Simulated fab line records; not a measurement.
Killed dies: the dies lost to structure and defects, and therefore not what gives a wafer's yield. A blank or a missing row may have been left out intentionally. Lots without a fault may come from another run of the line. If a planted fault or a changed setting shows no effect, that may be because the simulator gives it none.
What tool caused it?    flow sky130    33 wafers sampled from 11 lots at 1 step of a route of 708

WHAT THE GAUGES READ, wafer by wafer
SKY_FIELD_ISO_CD_MEAS_13: the cd target is 150 nm.
lot   measured     on         cd_nm (nm)
L676  day 2 07:04  cd_sem-01  152.5 153.5 153.6
L677  day 2 12:28  cd_sem-02  150.3 150.3 150.3
L679  day 2 20:54  cd_sem-02  148.2 147.0 146.4
L681  day 3 07:22  cd_sem-02  149.8 147.4 149.4
L682  day 3 12:56  cd_sem-01  152.0 152.5 151.2
L683  day 3 17:50  cd_sem-02  147.8 145.6 146.2
L685  day 4 03:50  cd_sem-01  152.2 150.6 151.5
L686  day 4 09:51  cd_sem-02  152.6 152.3 153.5
L688  day 4 19:00  cd_sem-01  148.6 147.1 149.2
L697  day 6 17:40  cd_sem-01  149.2 148.1 148.4
L698  day 6 23:25  cd_sem-01  147.6 147.8 146.5

WHICH TOOL RAN EACH LOT (tool, then ch and the chambers of the sampled wafers, then the start)
There is no process step in the record ahead of these readings.

THE ANSWER, worked out from the rows above alone
Rule: the usual values come from the lots themselves. Put in order of their means at a reading, lots are off if they are a third of the lots or fewer, leave a main group of 4 or more, and stand apart from it by a gap of 3 or more times the standard deviation of the main group's means; of several such gaps the widest counts. Not used: any main group whose means are identical at the precision the tables above print for the reading. Also off: a lot with no number at a reading for which 4 or more lots have one. Where the step has rows for the other lots, those lots are counted as sound.
Nothing can be told from this: no lot is off at any reading shown.

WHAT HAD BEEN PUT IN BY THE SIMULATOR
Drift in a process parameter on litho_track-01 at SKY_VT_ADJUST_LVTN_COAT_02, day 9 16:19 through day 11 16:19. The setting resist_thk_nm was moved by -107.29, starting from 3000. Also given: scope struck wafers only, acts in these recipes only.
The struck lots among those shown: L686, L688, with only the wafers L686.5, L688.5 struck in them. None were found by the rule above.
